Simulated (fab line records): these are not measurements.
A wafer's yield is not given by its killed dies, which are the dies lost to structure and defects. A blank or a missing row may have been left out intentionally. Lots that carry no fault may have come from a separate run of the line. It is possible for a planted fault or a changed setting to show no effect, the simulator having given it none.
Which tool did it? | flow sky130 | Sampling: 14 lots, 42 wafers, 4 of 708 route steps

## WHAT THE GAUGES SHOWED, per wafer
SKY_VIA1_THK_MEAS_23: measures by xrf.
lot  | measured     | on            | VIA1_W_THK (nm)
L692 | day 34 06:13 | film-metro-04 | 273 273 275
L694 | day 34 19:50 | film-metro-02 | 275 267 272
L695 | day 35 04:10 | film-metro-02 | 271 269 269
L696 | day 35 11:51 | film-metro-04 | 270 269 269
L706 | day 39 08:42 | film-metro-02 | 271 271 271
L707 | day 39 16:42 | film-metro-01 | 266 266 266
L708 | day 39 20:28 | film-metro-02 | 268 269 270
L709 | day 39 22:31 | film-metro-01 | 265 264 266
L710 | day 40 04:50 | film-metro-02 | 272 270 272
L711 | day 40 06:52 | film-metro-02 | 270 271 271
L712 | day 40 10:07 | film-metro-02 | 271 272 269
L714 | day 41 05:03 | film-metro-04 | 274 271 272

## EACH LOT AND THE TOOL THAT RAN IT (in order: tool; ch and the chambers of the sampled wafers; start)
lot  | SKY_FIELD_ISO_PEB_11             | SKY_CONTACT_ETCH_16                | SKY_VIA1_CVD_21
L692 | litho-track-01 ch 0, day 2 10:00 | rie-diel-04 ch 0,1, day 31 18:42   | cvd-w-01 ch 0,1, day 34 05:59
L694 | litho-track-03 ch 0, day 2 19:00 | rie-diel-01 ch 0,1,2, day 32 09:59 | cvd-w-02 ch 0,1, day 34 19:37
L695 | litho-track-01 ch 0, day 3 00:00 | rie-diel-01 ch 2,3, day 32 18:29   | cvd-w-01 ch 0,1, day 35 03:57
L696 | litho-track-01 ch 0, day 3 07:00 | rie-diel-04 ch 0,2, day 33 00:17   | cvd-w-02 ch 0, day 35 11:38
L699 | litho-track-01, day 3 21:00      | -                                  | -
L700 | litho-track-04, day 4 04:00      | -                                  | -
L706 | litho-track-01 ch 0, day 5 13:00 | rie-diel-03 ch 1,3, day 37 01:54   | cvd-w-02 ch 0,1, day 39 08:29
L707 | litho-track-04 ch 0, day 5 18:00 | rie-diel-01 ch 1,2,3, day 37 09:39 | cvd-w-02 ch 0,1, day 39 16:29
L708 | litho-track-01 ch 0, day 6 01:00 | rie-diel-04 ch 1,2, day 37 13:27   | cvd-w-01 ch 0, day 39 20:10
L709 | litho-track-03 ch 0, day 6 01:00 | rie-diel-01 ch 1,2,3, day 37 15:14 | cvd-w-01 ch 0, day 39 22:13
L710 | litho-track-04 ch 0, day 6 12:00 | rie-diel-04 ch 1,2,3, day 37 22:38 | cvd-w-02 ch 0,1, day 40 04:37
L711 | litho-track-01 ch 0, day 6 13:00 | rie-diel-04 ch 0,1, day 38 00:05   | cvd-w-01 ch 0,1, day 40 06:40
L712 | litho-track-03 ch 0, day 6 17:00 | rie-diel-04 ch 0,2, day 38 04:02   | cvd-w-02 ch 1, day 40 09:53
L714 | litho-track-01 ch 0, day 7 06:00 | rie-diel-03 ch 0,1,2, day 38 21:42 | cvd-w-02 ch 0,1, day 41 04:51
- SKY_FIELD_ISO_PEB_11
- SKY_CONTACT_ETCH_16: etches BARC in N2/H2, stops on SiO2, time 45.9 s, target depth 60 nm.
- SKY_VIA1_CVD_21: deposits W, target thk 270 nm, time 80.902 s.

## AS READ BY THE TOOLS THEMSELVES (means over the sampled wafers that have a number; for cases with no such wafer, the mark the record gives instead)
SKY_FIELD_ISO_PEB_11.
lot  | tool           | exhaust-pa (Pa)
L692 | litho-track-01 | 44.0
L694 | litho-track-03 | 45.6
L695 | litho-track-01 | 44.7
L696 | litho-track-01 | 45.0
L699 | litho-track-01 | -
L700 | litho-track-04 | -
L706 | litho-track-01 | 44.6
L707 | litho-track-04 | 45.9
L708 | litho-track-01 | 44.8
L709 | litho-track-03 | 44.9
L710 | litho-track-04 | 44.6
L711 | litho-track-01 | 45.6
L712 | litho-track-03 | 45.4
L714 | litho-track-01 | 44.9

SKY_CONTACT_ETCH_16.
lot  | tool        | chamber-pressure-mTorr (mTorr) | drypump-motor-current-A (A) | oes-product-au (a.u.) | throttle-valve-pct (%)
L692 | rie-diel-04 | 29.985                         | 5.7                         | 0.848                 | 13.222
L694 | rie-diel-01 | 29.988                         | 5.8                         | 0.854                 | 13.222
L695 | rie-diel-01 | 29.993                         | 5.0                         | 0.853                 | 13.233
L696 | rie-diel-04 | 29.969                         | 6.0                         | 0.853                 | 13.222
L706 | rie-diel-03 | 29.959                         | 5.6                         | 0.858                 | 13.222
L707 | rie-diel-01 | 30.030                         | 5.3                         | 0.857                 | 13.213
L708 | rie-diel-04 | 30.004                         | 5.1                         | 0.856                 | 13.224
L709 | rie-diel-01 | 30.025                         | 5.3                         | 0.853                 | 13.219
L710 | rie-diel-04 | 29.990                         | 5.3                         | 0.852                 | 13.229
L711 | rie-diel-04 | 30.008                         | 6.1                         | 0.849                 | 13.218
L712 | rie-diel-04 | 29.997                         | 5.4                         | 0.852                 | 13.228
L714 | rie-diel-03 | 29.992                         | 5.7                         | 0.856                 | 13.225

SKY_VIA1_CVD_21.
lot  | tool     | heater-power-w (W) | susceptor-temp-C (C)
L692 | cvd-w-01 | 855                | 400.12
L694 | cvd-w-02 | 901                | 399.99
L695 | cvd-w-01 | 849                | 399.88
L696 | cvd-w-02 | 915                | 400.20
L706 | cvd-w-02 | 831                | 400.14
L707 | cvd-w-02 | 786                | 400.03
L708 | cvd-w-01 | 848                | 400.01
L709 | cvd-w-01 | 859                | 400.11
L710 | cvd-w-02 | 830                | 400.02
L711 | cvd-w-01 | 853                | 399.97
L712 | cvd-w-02 | 780                | 399.86
L714 | cvd-w-02 | 803                | 400.00

## THE ANSWER, worked out from the rows above alone
Rule: usual is defined by the lots themselves. Put in order of their means at a reading, lots are off if they are a third of the lots or fewer, leave a main group of 4 or more, and stand apart from it by a gap of 3 or more times the standard deviation of the main group's means; of several such gaps the widest counts. The tables above print the reading to a certain number of digits; a main group whose means all agree to those digits is not used. Also off: a lot with no number at a reading for which 4 or more lots have one. The other lots that the step has rows for count as sound. After the gauges, taken in route order, come the tools' own readings; for these a lot's mean is taken, as printed above. The first step at which some lot is off is used, and at that step the reading that is off furthest; a lot without a number counts as furthest.
Off: L699, L700, at SKY_FIELD_ISO_PEB_11 (exhaust-pa). Without a number there: L699, L700. Mean 45.0 Pa and standard deviation 0.51 in the main group.
If a tool, at that step or one of the process steps before it, ran each lot that is off and ran no sound lot following the first of them, it fits. None of those tried fits.

## WHAT WAS PUT IN BY THE SIMULATOR
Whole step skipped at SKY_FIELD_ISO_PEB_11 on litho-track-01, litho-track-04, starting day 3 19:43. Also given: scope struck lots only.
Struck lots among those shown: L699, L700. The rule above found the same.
